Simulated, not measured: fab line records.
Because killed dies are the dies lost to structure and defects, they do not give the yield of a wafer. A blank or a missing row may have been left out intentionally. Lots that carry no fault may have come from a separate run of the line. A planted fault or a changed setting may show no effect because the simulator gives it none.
fab line records + flow sky130
record:
- lots: 6
- wafers: 18
- last_day: 50
route steps=708 shown NWELL@82 PWDE@84 VT_ADJUST_HVTP@85 VT_ADJUST_LVTN@97 PAD_OPEN@708
lots with no fault: from the same line, run without faults
start_h: hours from the record's first day to the start of the lot's first wafer shown + wait_h: time in hours since the lot's previous step + " identical to the entry in the row above + L1.1+2: several wafers, shown together as one row + - value missing, or start not given + * or withheld: withheld + < > ~ a bound
route shown NAME@n: a module of which the file shows steps, and the number in the route of the first + usual: average and standard deviation across the fault-free wafers + same: alike in all rows + chamber/n: place in a boat + sites: each site's reading + _std_site: their standard deviation + _edge_site: the outer-site mean with the inner-site mean subtracted + radius_mm: for every site, how far away it sits from the centre of the wafer + mask NAME#n: copy n + behind: the tool/chamber that last shaped the wafer + hold: why the lot was held/for how many hours/how that ended + device: which transistor (n, p or np) failed to switch + end of line: tests of these same wafers at the route's end + a step with no rows: only its recipe + killed: not the wafer's yield, but the dies lost to structure and defects at the first sort + map: the dies of a wafer, with x for killed, . for not killed, _ for no die there
set.NAME: setting as actually run; set.NAME@STEP: the setting as run at that earlier step + model.NAME: the simulator's own value behind a step, which no gauge read
a table for each step, a row for each wafer; lots at some steps of the route
services: a tool's chamber out of use, with start hour (start_h, from the record's first day; less than 0 if before it), hours out, and reason
== steps ==
step: SKY_NWELL_RS_MEAS_29
recipe:
- thk_meas_gauge: four-point-probe
usual:
- NWELL_RS: 624.1/1.3
| lot.wafer | tool          | chamber | start_h | wait_h | NWELL_RS[ohm/sq] |
|-----------|---------------|---------|---------|--------|------------------|
| L875.1    | film_metro-03 | -       | 105.25  | 0.1    | 623.1            |
| L875.3    | "             | -       | "       | "      | 625.0            |
| L875.4    | "             | -       | "       | "      | 623.8            |
| L883.2    | film_metro-04 | -       | 147.22  | 0.1    | 625.7            |
| L883.4    | "             | -       | "       | "      | 625.8            |
| L883.6    | "             | -       | "       | "      | 626.3            |
| L886.1    | film_metro-03 | -       | 169.36  | 0.2    | 623.4            |
| L886.2    | "             | -       | "       | "      | 624.5            |
| L886.3    | "             | -       | "       | "      | 621.9            |
| L895.1    | film_metro-01 | -       | 224.10  | 0.1    | 623.8            |
| L895.4    | "             | -       | "       | "      | 624.2            |
| L895.5    | "             | -       | "       | "      | 625.4            |
| L897.1    | film_metro-04 | -       | 238.80  | 0.1    | 626.1            |
| L897.2    | "             | -       | "       | "      | 627.2            |
| L897.3    | "             | -       | "       | "      | 625.8            |
| L898.2    | film_metro-01 | -       | 246.83  | 0.1    | 624.9            |
| L898.5    | "             | -       | "       | "      | 623.4            |
| L898.6    | "             | -       | "       | "      | 623.9            |
step: SKY_NWELL_RS_MEAS_31
recipe:
- thk_meas_gauge: four-point-probe
usual:
- PWDE_RS: 5276/20
| lot.wafer | tool          | chamber | start_h | wait_h | PWDE_RS[ohm/sq] |
|-----------|---------------|---------|---------|--------|-----------------|
| L875.1    | film_metro-03 | -       | 105.49  | 0.1    | 5277            |
| L875.3    | "             | -       | "       | "      | 5270            |
| L875.4    | "             | -       | "       | "      | 5275            |
| L883.2    | film_metro-04 | -       | 147.46  | 0.1    | 5305            |
| L883.4    | "             | -       | "       | "      | 5274            |
| L883.6    | "             | -       | "       | "      | 5316            |
| L886.1    | film_metro-03 | -       | 169.60  | 0.1    | 5288            |
| L886.2    | "             | -       | "       | "      | 5275            |
| L886.3    | "             | -       | "       | "      | 5286            |
| L895.1    | film_metro-01 | -       | 224.34  | 0.1    | 5247            |
| L895.4    | "             | -       | "       | "      | 5257            |
| L895.5    | "             | -       | "       | "      | 5248            |
| L897.1    | film_metro-04 | -       | 239.04  | 0.1    | 5313            |
| L897.2    | "             | -       | "       | "      | 5312            |
| L897.3    | "             | -       | "       | "      | 5292            |
| L898.2    | film_metro-01 | -       | 247.07  | 0.1    | 5262            |
| L898.5    | "             | -       | "       | "      | 5262            |
| L898.6    | "             | -       | "       | "      | 5262            |
step: SKY_VT_ADJUST_HVTP_DEHYDRATE_00
recipe:
- temp_c: 200
- time_s: 60
step: SKY_VT_ADJUST_HVTP_HMDS_01
recipe:
- prime_time_s: 60
- prime_temp_c: 120
step: SKY_VT_ADJUST_HVTP_COAT_02
recipe:
- resist: NOVOLAK
- spin_rpm: 3000
- resist_thk_nm: 1140
step: SKY_VT_ADJUST_HVTP_SOFTBAKE_03
recipe:
- temp_c: 90
- time_s: 60
- resist: NOVOLAK
step: SKY_VT_ADJUST_HVTP_EXPOSE_04
recipe:
- mask_id: HVTPM
- na: 0.6
- source_shape: conventional
- sigma_outer: 0.6
- polarization: unpolarized
- target_cd_nm: 380
- dose_mj: 140
step: SKY_VT_ADJUST_HVTP_PEB_05
recipe:
- temp_c: withheld
- time_s: *
- resist: NOVOLAK
step: SKY_VT_ADJUST_HVTP_DEVELOP_06
recipe:
- resist: NOVOLAK
- developer: TMAH
- develop_time_s: 60
- dev_temp_c: 23
step: SKY_VT_ADJUST_HVTP_CD_MEAS_07
recipe:
- target_cd_nm: 380
usual:
- cd_nm: 379.6/2.2
| lot.wafer | tool      | chamber | start_h | wait_h | cd_nm |
|-----------|-----------|---------|---------|--------|-------|
| L875.1    | cd_sem-02 | -       | 123.65  | 0.1    | 381.8 |
| L875.3    | "         | -       | "       | "      | 379.3 |
| L875.4    | "         | -       | "       | "      | 377.6 |
| L883.2    | cd_sem-01 | -       | 167.03  | 0.1    | 379.7 |
| L883.4    | "         | -       | "       | "      | 379.7 |
| L883.6    | "         | -       | "       | "      | 380.0 |
| L886.1    | cd_sem-02 | -       | 190.42  | 0.1    | 378.3 |
| L886.2    | "         | -       | "       | "      | 376.6 |
| L886.3    | "         | -       | "       | "      | 378.5 |
| L895.1    | cd_sem-01 | -       | 247.91  | 0.1    | 379.0 |
| L895.4    | "         | -       | "       | "      | 375.9 |
| L895.5    | "         | -       | "       | "      | 375.8 |
| L897.1    | cd_sem-02 | -       | 262.65  | 0.1    | 378.9 |
| L897.2    | "         | -       | "       | "      | 379.8 |
| L897.3    | "         | -       | "       | "      | 379.6 |
| L898.2    | cd_sem-01 | -       | 270.64  | 0.1    | 380.0 |
| L898.5    | "         | -       | "       | "      | 377.8 |
| L898.6    | "         | -       | "       | "      | 380.2 |
step: SKY_VT_ADJUST_HVTP_OVL_MEAS_08
usual:
- VT_ADJUST_HVTP_OVL: 0.2/1.2
| lot.wafer | tool       | chamber | start_h | wait_h | VT_ADJUST_HVTP_OVL[nm] |
|-----------|------------|---------|---------|--------|------------------------|
| L875.1    | overlay-02 | -       | 123.77  | 0.1    | -1.0                   |
| L875.3    | "          | -       | "       | "      | -0.6                   |
| L875.4    | "          | -       | "       | "      | -0.5                   |
| L883.2    | overlay-02 | -       | 167.14  | 0.1    | -0.2                   |
| L883.4    | "          | -       | "       | "      | 0.2                    |
| L883.6    | "          | -       | "       | "      | -0.5                   |
| L886.1    | overlay-02 | -       | 190.54  | 0.1    | 0.2                    |
| L886.2    | "          | -       | "       | "      | -1.2                   |
| L886.3    | "          | -       | "       | "      | -1.5                   |
| L895.1    | overlay-01 | -       | 248.03  | 0.1    | 0.0                    |
| L895.4    | "          | -       | "       | "      | -0.6                   |
| L895.5    | "          | -       | "       | "      | -0.4                   |
| L897.1    | overlay-02 | -       | 262.77  | 0.1    | 0.0                    |
| L897.2    | "          | -       | "       | "      | 1.0                    |
| L897.3    | "          | -       | "       | "      | -0.4                   |
| L898.2    | overlay-02 | -       | 270.74  | 0.1    | -0.7                   |
| L898.5    | "          | -       | "       | "      | -0.9                   |
| L898.6    | "          | -       | "       | "      | -1.6                   |
step: SKY_VT_ADJUST_HVTP_IMPLANT_09
recipe:
- species: As
- energy_kev: 150
- dose_cm2: 4.3e+12
- tilt_deg: withheld
usual:
- beam_on_s: 9.96/0.19
- faraday_current_uA: 24.3/0.44
| lot.wafer | tool         | chamber | start_h | wait_h | beam_on_s | faraday_current_uA |
|-----------|--------------|---------|---------|--------|-----------|--------------------|
| L875.1    | implanter-01 | 0       | 123.81  | 0.0    | 9.94      | 24.5               |
| L875.3    | "            | 0       | "       | "      | 10.02     | 24.1               |
| L875.4    | "            | 0       | "       | "      | 10.06     | 24.2               |
| L883.2    | implanter-04 | 0       | 167.19  | 0.0    | 11.14     | 21.6               |
| L883.4    | "            | 0       | "       | "      | 11.01     | 22.0               |
| L883.6    | "            | 0       | "       | "      | 11.14     | 21.8               |
| L886.1    | implanter-04 | 0       | 190.57  | 0.0    | 11.08     | 21.8               |
| L886.2    | "            | 0       | "       | "      | 11.48     | 21.1               |
| L886.3    | "            | 0       | "       | "      | 11.05     | 22.0               |
| L895.1    | implanter-01 | 0       | 248.07  | 0.0    | 10.08     | 24.0               |
| L895.4    | "            | 0       | "       | "      | 9.94      | 24.3               |
| L895.5    | "            | 0       | "       | "      | 10.02     | 24.2               |
| L897.1    | implanter-02 | 0       | 262.81  | 0.0    | 9.96      | 24.3               |
| L897.2    | "            | 0       | "       | "      | 10.13     | 24.0               |
| L897.3    | "            | 0       | "       | "      | 9.94      | 24.4               |
| L898.2    | implanter-04 | 0       | 270.80  | 0.0    | 10.03     | 24.1               |
| L898.5    | "            | 0       | "       | "      | 10.16     | 23.9               |
| L898.6    | "            | 0       | "       | "      | 10.04     | 24.1               |
step: SKY_VT_ADJUST_HVTP_STRIP_10
recipe:
- chemistry: O2/N2
- power_w: 1400
- pressure_mtorr: 1500
- platen_temp_c: withheld
- o2_flow_sccm: 3000
- n2_flow_sccm: 300
- overash_fraction: 0.5
usual:
- chamber_pressure_mTorr: 1500.0/1.4
- drypump_motor_current_A: 5.5/0.38
- oes_product_au: 0.716/0.0047
- strip_time_to_endpoint_s: 14.18/0.039
| lot.wafer | tool            | chamber | start_h | wait_h | chamber_pressure_mTorr | drypump_motor_current_A | oes_product_au | rf_hours_counter_h | strip_time_to_endpoint_s |
|-----------|-----------------|---------|---------|--------|------------------------|-------------------------|----------------|--------------------|--------------------------|
| L875.1    | plasma_asher-01 | 1       | 123.96  | 0.1    | 1499.2                 | 5.1                     | 0.712          | 30                 | 14.21                    |
| L875.3    | "               | 0       | "       | "      | 1501.3                 | 5.1                     | 0.711          | -                  | 14.17                    |
| L875.4    | "               | 1       | "       | "      | 1501.3                 | 5.1                     | 0.719          | -                  | 14.15                    |
| L883.2    | plasma_asher-01 | 1       | 167.32  | 0.1    | 1501.2                 | 5.2                     | 0.718          | 34                 | 14.19                    |
| L883.4    | "               | 0       | "       | "      | 1502.3                 | 5.1                     | 0.722          | -                  | 14.19                    |
| L883.6    | "               | 0       | "       | "      | 1500.8                 | 5.1                     | 0.713          | -                  | 14.21                    |
| L886.1    | plasma_asher-04 | 1       | 190.72  | 0.1    | 1500.5                 | 5.6                     | 0.713          | 52                 | 14.27                    |
| L886.2    | "               | 0       | "       | "      | 1498.8                 | 5.7                     | 0.723          | 52                 | 14.24                    |
| L886.3    | "               | 0       | "       | "      | 1500.2                 | 5.7                     | 0.713          | -                  | 14.24                    |
| L895.1    | plasma_asher-02 | 1       | 248.22  | 0.1    | 1499.1                 | 6.1                     | 0.712          | 57                 | 14.15                    |
| L895.4    | "               | 1       | "       | "      | 1498.6                 | 6.2                     | 0.712          | -                  | 14.15                    |
| L895.5    | "               | 1       | "       | "      | 1498.5                 | 6.1                     | 0.717          | -                  | 14.19                    |
| L897.1    | plasma_asher-01 | 1       | 262.96  | 0.1    | 1498.8                 | 5.1                     | 0.711          | 44                 | 14.19                    |
| L897.2    | "               | 0       | "       | "      | 1500.9                 | 5.1                     | 0.714          | 44                 | 14.14                    |
| L897.3    | "               | 0       | "       | "      | 1498.5                 | 5.1                     | 0.708          | -                  | 14.20                    |
| L898.2    | plasma_asher-02 | 1       | 270.92  | 0.1    | 1502.4                 | 6.1                     | 0.724          | 59                 | 14.20                    |
| L898.5    | "               | 0       | "       | "      | 1501.3                 | 5.7                     | 0.717          | -                  | 14.24                    |
| L898.6    | "               | 1       | "       | "      | 1501.0                 | 6.1                     | 0.721          | -                  | 14.25                    |
step: SKY_VT_ADJUST_HVTP_TW_MEAS_11
usual:
- VT_ADJUST_HVTP_TW: 1365/13
| lot.wafer | tool          | chamber | start_h | wait_h | VT_ADJUST_HVTP_TW |
|-----------|---------------|---------|---------|--------|-------------------|
| L875.1    | film_metro-01 | -       | 124.06  | 0.1    | 1368              |
| L875.3    | "             | -       | "       | "      | 1381              |
| L875.4    | "             | -       | "       | "      | 1376              |
| L883.2    | film_metro-03 | -       | 167.43  | 0.1    | 1399              |
| L883.4    | "             | -       | "       | "      | 1394              |
| L883.6    | "             | -       | "       | "      | 1395              |
| L886.1    | film_metro-02 | -       | 190.82  | 0.1    | 1421              |
| L886.2    | "             | -       | "       | "      | 1416              |
| L886.3    | "             | -       | "       | "      | 1425              |
| L895.1    | film_metro-03 | -       | 248.32  | 0.1    | 1341              |
| L895.4    | "             | -       | "       | "      | 1341              |
| L895.5    | "             | -       | "       | "      | 1347              |
| L897.1    | film_metro-03 | -       | 263.06  | 0.1    | 1347              |
| L897.2    | "             | -       | "       | "      | 1349              |
| L897.3    | "             | -       | "       | "      | 1343              |
| L898.2    | film_metro-02 | -       | 271.03  | 0.1    | 1371              |
| L898.5    | "             | -       | "       | "      | 1382              |
| L898.6    | "             | -       | "       | "      | 1361              |
step: SKY_VT_ADJUST_LVTN_DEHYDRATE_00
recipe:
- temp_c: 200
- time_s: 60
step: SKY_PAD_OPEN_PROBE_99
usual:
- killed_at_M0_to_M3: 43/7.7
- killed_at_M4_up: 3.0/1.7
- killed_at_contacts: 24/5.2
- killed_at_front_end: 15/4.5
- killed_at_other: 0.3/0.5
- killed_dies: 85/9.5
- killed_open: 47/6.6
- killed_short: 38/6.6
same:
- gross_dies: 492
- killed_at_back_side: 0
| lot.wafer | tool      | chamber | start_h | wait_h | killed_at_M0_to_M3 | killed_at_M4_up | killed_at_contacts | killed_at_front_end | killed_at_other | killed_dies | killed_open | killed_short | model.etest.tip_p.rs_ohm_sq | model.etest.pfet_01v8.r_on_ohm_um | model.etest.pfet_01v8.drive_ua_um | model.etest.pfet_01v8_mvt.drive_ua_um | model.etest.pfet_01v8_hvt.drive_ua_um | model.etest.sram_pfet_latch.drive_ua_um | model.etest.pfet_01v8.off_log10_a_um | model.etest.pfet_01v8_mvt.off_log10_a_um |
|-----------|-----------|---------|---------|--------|--------------------|-----------------|--------------------|---------------------|-----------------|-------------|-------------|--------------|-----------------------------|-----------------------------------|-----------------------------------|---------------------------------------|---------------------------------------|-----------------------------------------|--------------------------------------|------------------------------------------|
| L875.1    | prober-01 | -       | 1070.48 | 0.1    | 47                 | 1               | 25                 | 14                  | 0               | 87          | 52          | 35           | 7025                        | 2942                              | 184.3                             | 145.6                                 | 137.9                                 | 137.2                                   | -10.2                                | -11.37                                   |
| L875.3    | prober-01 | -       | 1070.58 | 0.2    | 34                 | 4               | 21                 | 13                  | 0               | 72          | 35          | 37           | 7041                        | 2984                              | 183.6                             | 143.2                                 | 137.3                                 | 135.3                                   | -10.46                               | -11.6                                    |
| L875.4    | prober-01 | -       | 1070.63 | 0.2    | 32                 | 3               | 22                 | 15                  | 0               | 72          | 40          | 32           | 7008                        | 2977                              | 184.6                             | 144.8                                 | 137.3                                 | 137.8                                   | -10.25                               | -11.28                                   |
| L883.2    | prober-01 | -       | 1122.58 | 0.1    | 52                 | 1               | 25                 | 10                  | 1               | 89          | 46          | 43           | 7204                        | 3038                              | 178.5                             | 138.2                                 | 134.4                                 | 136.6                                   | -11.17                               | -12.1                                    |
| L883.4    | prober-01 | -       | 1122.68 | 0.2    | 44                 | 1               | 26                 | 8                   | 1               | 80          | 48          | 32           | 7237                        | 2967                              | 181.5                             | 139.6                                 | 137.3                                 | 135.9                                   | -11.01                               | -12.12                                   |
| L883.6    | prober-01 | -       | 1122.78 | 0.2    | 38                 | 3               | 26                 | 13                  | 0               | 80          | 51          | 29           | 7263                        | 2954                              | 181.1                             | 142.6                                 | 138.6                                 | 139.8                                   | -11.14                               | -12.21                                   |
| L886.1    | prober-01 | -       | 1134.84 | 0.1    | 59                 | 4               | 26                 | 8                   | 0               | 97          | 61          | 36           | 7209                        | 2963                              | 183                               | 141.9                                 | 137.5                                 | 139.9                                   | -10.66                               | -11.73                                   |
| L886.2    | prober-01 | -       | 1134.89 | 0.1    | 49                 | 8               | 21                 | 10                  | 0               | 88          | 47          | 41           | 7148                        | 3000                              | 179.4                             | 141.1                                 | 133.3                                 | 132.7                                   | -10.93                               | -11.54                                   |
| L886.3    | prober-01 | -       | 1134.94 | 0.2    | 41                 | 1               | 19                 | 18                  | 0               | 79          | 47          | 32           | 7220                        | 2970                              | 182.3                             | 142.1                                 | 136.7                                 | 135.2                                   | -10.75                               | -11.66                                   |
| L895.1    | prober-01 | -       | 1182.93 | 0.1    | 43                 | 2               | 26                 | 16                  | 1               | 88          | 48          | 40           | 7056                        | 2968                              | 184.7                             | 146.2                                 | 136.8                                 | 138.8                                   | -10.65                               | -11.53                                   |
| L895.4    | prober-01 | -       | 1183.08 | 0.2    | 47                 | 1               | 28                 | 22                  | 0               | 98          | 42          | 56           | 7050                        | 2980                              | 186.8                             | 145.4                                 | 138.2                                 | 143.9                                   | -10.33                               | -11.36                                   |
| L895.5    | prober-01 | -       | 1183.13 | 0.2    | 50                 | 5               | 20                 | 11                  | 0               | 86          | 41          | 45           | 7001                        | 3026                              | 181.2                             | 142.4                                 | 137                                   | 145.8                                   | -10.55                               | -11.54                                   |
| L897.1    | prober-01 | -       | 1193.04 | 0.1    | 38                 | 6               | 26                 | 15                  | 0               | 85          | 42          | 43           | 6854                        | 2950                              | 188.4                             | 148                                   | 140.5                                 | 131.8                                   | -10.02                               | -11                                      |
| L897.2    | prober-01 | -       | 1193.09 | 0.1    | 27                 | 1               | 26                 | 6                   | 0               | 60          | 44          | 16           | 6862                        | 2902                              | 190.3                             | 149.9                                 | 142.1                                 | 138.2                                   | -9.793                               | -11.02                                   |
| L897.3    | prober-01 | -       | 1193.14 | 0.2    | 38                 | 4               | 23                 | 10                  | 0               | 75          | 42          | 33           | 6897                        | 2913                              | 191.6                             | 148.6                                 | 141.1                                 | 143.1                                   | -9.915                               | -11.12                                   |
| L898.2    | prober-02 | -       | 1194.59 | 0.1    | 47                 | 1               | 15                 | 15                  | 0               | 78          | 40          | 38           | 6934                        | 2832                              | 198.7                             | 153.6                                 | 148.7                                 | 142.5                                   | -9.363                               | -10.64                                   |
| L898.5    | prober-02 | -       | 1194.74 | 0.2    | 42                 | 3               | 34                 | 16                  | 0               | 95          | 46          | 49           | 6906                        | 2852                              | 195.5                             | 154.8                                 | 145.6                                 | 144.5                                   | -9.467                               | -10.61                                   |
| L898.6    | prober-02 | -       | 1194.79 | 0.2    | 44                 | 2               | 22                 | 21                  | 0               | 89          | 52          | 37           | 6889                        | 2855                              | 193.9                             | 152.1                                 | 145.8                                 | 149.9                                   | -9.577                               | -10.65                                   |
killed by level:class
L875.1 VIA2:geometric_particle:open=10 VIA1:geometric_particle:open=9 FIELD_ISO:geometric_particle:open=8 CONTACT:geometric_particle:open=8 LI_CONTACT:geometric_particle:open=7 METAL2:geometric_particle:short=6 CONTACT:geometric_particle:short=5 METAL1:geometric_particle:short=5
L875.3 VIA2:geometric_particle:open=8 LI_CONTACT:geometric_particle:open=6 METAL1:geometric_particle:short=6 VIA3:geometric_particle:open=5 CONTACT:geometric_particle:open=5 VIA1:geometric_particle:short=5 LOCAL_INTERCONNECT:geometric_particle:short=4 VIA3:geometric_particle:short=4
L875.4 LI_CONTACT:geometric_particle:open=9 VIA3:geometric_particle:open=7 POLY_GATE:geometric_particle:open=6 CONTACT:geometric_particle:open=6 VIA1:geometric_particle:short=6 CONTACT:geometric_particle:short=5 VIA2:geometric_particle:open=5 FIELD_ISO:geometric_particle:short=4
L883.2 VIA1:geometric_particle:open=13 VIA1:geometric_particle:short=11 METAL2:geometric_particle:short=9 LI_CONTACT:geometric_particle:open=8 CONTACT:geometric_particle:open=5 CONTACT:geometric_particle:short=5 METAL1:geometric_particle:short=5 VIA3:geometric_particle:open=5
L883.4 VIA1:geometric_particle:open=12 LI_CONTACT:geometric_particle:open=9 METAL2:geometric_particle:short=8 CONTACT:geometric_particle:open=7 METAL1:geometric_particle:short=5 LI_CONTACT:geometric_particle:short=4 METAL1:geometric_particle:open=4 VIA2:geometric_particle:open=4
L883.6 VIA1:geometric_particle:open=15 CONTACT:geometric_particle:open=11 METAL2:geometric_particle:short=7 LI_CONTACT:geometric_particle:open=6 VIA2:geometric_particle:open=5 POLY_GATE:geometric_particle:open=5 LI_CONTACT:geometric_particle:short=4 CONTACT:geometric_particle:short=3
L886.1 VIA1:geometric_particle:open=17 VIA2:geometric_particle:open=10 CONTACT:geometric_particle:open=9 LI_CONTACT:geometric_particle:open=7 VIA3:geometric_particle:open=7 METAL1:geometric_particle:short=5 LI_CONTACT:geometric_particle:short=5 VIA1:geometric_particle:short=5
L886.2 VIA1:geometric_particle:open=13 CONTACT:geometric_particle:open=8 VIA2:geometric_particle:open=8 METAL4:geometric_particle:short=6 METAL2:geometric_particle:short=6 LI_CONTACT:geometric_particle:open=5 CONTACT:geometric_particle:short=5 METAL1:geometric_particle:short=5
L886.3 CONTACT:geometric_particle:open=11 VIA1:geometric_particle:open=11 FIELD_ISO:geometric_particle:open=6 LI_CONTACT:geometric_particle:open=6 FIELD_ISO:geometric_particle:short=5 VIA1:geometric_particle:short=5 METAL2:geometric_particle:short=5 VIA2:geometric_particle:open=4
L895.1 VIA3:geometric_particle:open=11 LI_CONTACT:geometric_particle:open=7 FIELD_ISO:geometric_particle:open=6 LOCAL_INTERCONNECT:geometric_particle:short=5 METAL1:geometric_particle:short=5 VIA1:geometric_particle:short=5 VIA2:geometric_particle:open=5 POLY_GATE:geometric_particle:open=4
L895.4 VIA1:geometric_particle:open=16 CONTACT:geometric_particle:open=9 METAL2:geometric_particle:short=9 METAL1:geometric_particle:short=8 FIELD_ISO:geometric_particle:short=7 LI_CONTACT:geometric_particle:short=6 LOCAL_INTERCONNECT:geometric_particle:short=6 FIELD_ISO:geometric_particle:open=5
L895.5 METAL2:geometric_particle:short=10 VIA2:geometric_particle:open=9 VIA1:geometric_particle:open=8 CONTACT:geometric_particle:open=7 LOCAL_INTERCONNECT:geometric_particle:short=6 VIA3:geometric_particle:open=5 POLY_GATE:geometric_particle:short=4 CONTACT:geometric_particle:short=4
L897.1 CONTACT:geometric_particle:open=11 VIA1:geometric_particle:open=9 METAL2:geometric_particle:short=7 LI_CONTACT:geometric_particle:open=6 FIELD_ISO:geometric_particle:open=5 VIA3:geometric_particle:open=5 METAL4:geometric_particle:short=5 METAL1:geometric_particle:short=4
L897.2 CONTACT:geometric_particle:open=11 LI_CONTACT:geometric_particle:open=9 VIA3:geometric_particle:open=8 VIA1:geometric_particle:open=6 LI_CONTACT:geometric_particle:short=4 VIA2:geometric_particle:short=4 POLY_GATE:geometric_particle:open=3 METAL3:geometric_particle:short=3
L897.3 VIA3:geometric_particle:open=10 VIA1:geometric_particle:open=7 LOCAL_INTERCONNECT:geometric_particle:short=6 METAL2:geometric_particle:short=6 LI_CONTACT:geometric_particle:open=5 CONTACT:geometric_particle:open=5 VIA1:geometric_particle:short=4 VIA2:geometric_particle:open=4
L898.2 VIA3:geometric_particle:open=7 VIA2:geometric_particle:open=7 CONTACT:geometric_particle:open=6 METAL1:geometric_particle:short=6 METAL1:geometric_particle:open=5 VIA1:geometric_particle:open=5 METAL2:geometric_particle:short=5 CONTACT:geometric_particle:short=4
L898.5 CONTACT:geometric_particle:open=12 LI_CONTACT:geometric_particle:open=9 METAL1:geometric_particle:short=8 POLY_GATE:geometric_particle:short=7 VIA1:geometric_particle:open=7 METAL2:geometric_particle:short=7 LI_CONTACT:geometric_particle:short=5 VIA1:geometric_particle:short=5
L898.6 VIA1:geometric_particle:open=9 VIA2:geometric_particle:open=9 LI_CONTACT:geometric_particle:open=8 CONTACT:geometric_particle:open=7 METAL2:geometric_particle:short=6 FIELD_ISO:geometric_particle:open=5 POLY_GATE:geometric_particle:open=5 METAL1:geometric_particle:short=5
== services ==
| tool            | chamber | start_h | hours | kind   |
|-----------------|---------|---------|-------|--------|
| implanter-04    | -       | 188.22  | 2.3   | repair |
| plasma_asher-04 | -       | 199.25  | 1.9   | repair |
| plasma_asher-01 | -       | 211.20  | 2.1   | repair |
| implanter-01    | -       | 222.31  | 5.9   | pm     |
| plasma_asher-04 | -       | 252.40  | 4.3   | pm     |
== key ==
first_sign:
- step: SKY_VT_ADJUST_HVTP_IMPLANT_09
- reading: beam_on_s
- direction: up
- sigmas: 6.3
- usual: 9.96
- struck: 11.15
effect:
- step: SKY_VT_ADJUST_HVTP_IMPLANT_09
- reading: faraday_current_uA
- direction: down
- sigmas: 5.9
- usual: 24.3
- struck: 21.7
effect:
- step: SKY_VT_ADJUST_HVTP_TW_MEAS_11
- reading: VT_ADJUST_HVTP_TW
- direction: up
- sigmas: 3.3
- usual: 1365
- struck: 1408
model_effect:
- step: SKY_PAD_OPEN_PROBE_99
- value: etest.tip_p.rs_ohm_sq
- without: 6917
- struck: 7213
met_at SKY_VT_ADJUST_HVTP_IMPLANT_09
struck_wafers L883.2,L883.4,L883.6,L886.1,L886.2,L886.3
tester_left_out L883,L886
fault:
- kind: process_parameter_drift
- tool: implanter-04
- chamber: -
- onset_h: 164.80
- steps: SKY_VT_ADJUST_HVTP_IMPLANT_09
- channel: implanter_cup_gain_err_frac
- offset: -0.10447
- shape: step
- end_h: 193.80
tester_left_out: of these lots the tester's yield and bins aren't shown, on N5 and GAA mostly nor the transistor test; their killed dies are dies lost to structure and defects alone, not to doping, threshold or leakage, so they don't give the yield
